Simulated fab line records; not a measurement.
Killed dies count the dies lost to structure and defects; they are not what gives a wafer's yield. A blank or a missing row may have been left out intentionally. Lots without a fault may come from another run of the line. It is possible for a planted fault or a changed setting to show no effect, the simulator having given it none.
Which of the tools did it? + flow gf180mcu + Sampling: 6 lots, 18 wafers, 2 of 602 route steps

WHAT THE GAUGES READ, wafer by wafer
GF_HV_LDD_THK_MEAS_55.
| lot  | measured     | on            | HV_LDD_CVD_54_THK (nm) |
|------|--------------|---------------|------------------------|
| L370 | day 13 02:38 | film-metro-01 | 10.00 9.93 9.88        |
| L379 | day 15 13:48 | film-metro-02 | 7.01 6.82 6.95         |
| L381 | day 16 14:55 | film-metro-01 | 9.90 9.89 9.80         |
| L385 | day 17 20:35 | film-metro-02 | 10.21 10.28 10.19      |
| L390 | day 19 09:59 | film-metro-03 | 9.84 9.86 9.91         |
| L391 | day 19 16:43 | film-metro-02 | 9.94 9.96 9.89         |

WHICH TOOL RAN EACH LOT (tool, then ch and the chambers of the sampled wafers, then the start)
| lot  | GF_HV_LDD_CVD_54            |
|------|-----------------------------|
| L370 | lpcvd-02 ch 0, day 13 01:36 |
| L379 | lpcvd-01 ch 0, day 15 12:16 |
| L381 | lpcvd-02 ch 1, day 16 13:54 |
| L385 | lpcvd-02 ch 1, day 17 19:34 |
| L390 | lpcvd-02 ch 1, day 19 08:58 |
| L391 | lpcvd-02 ch 0, day 19 15:41 |
- GF_HV_LDD_CVD_54: deposits SiO2 from TEOS, target thk 10 nm, time 75 s.

THE ANSWER, worked out from the rows above alone
Rule: usual is defined by the lots themselves. The widest of any qualifying gaps counts: lots, ordered by their means at a reading, are off when they make up no more than a third of the lots, leave a main group of 4 or more, and stand apart from it by 3 or more times the standard deviation of that group's means. If all means in a main group match to the digits the tables above print for the reading, that group is not used. A lot without any number at a reading at which 4 lots or more have one is off too. Any other lot the step has rows for is counted as sound.
Off: L379, seen at GF_HV_LDD_THK_MEAS_55 (HV_LDD_CVD_54_THK). For the main group the mean is 9.97 nm and the standard deviation 0.13.
If a tool, at a process step before that reading, ran all the lots that are off and no sound lot after the first of them, it fits. Gauges at GF_HV_LDD_THK_MEAS_55: tried the same way as those tools. One fits: GF_HV_LDD_CVD_54 on lpcvd-01. It ran no sound lot before its first lot that is off in this sample, so the start can't be narrowed down.

WHAT WAS PUT IN BY THE SIMULATOR
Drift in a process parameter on lpcvd-01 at GF_HV_LDD_CVD_54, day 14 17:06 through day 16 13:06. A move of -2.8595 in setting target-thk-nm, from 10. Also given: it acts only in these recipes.
Shown lots that were struck: L379. The rule above found the same.
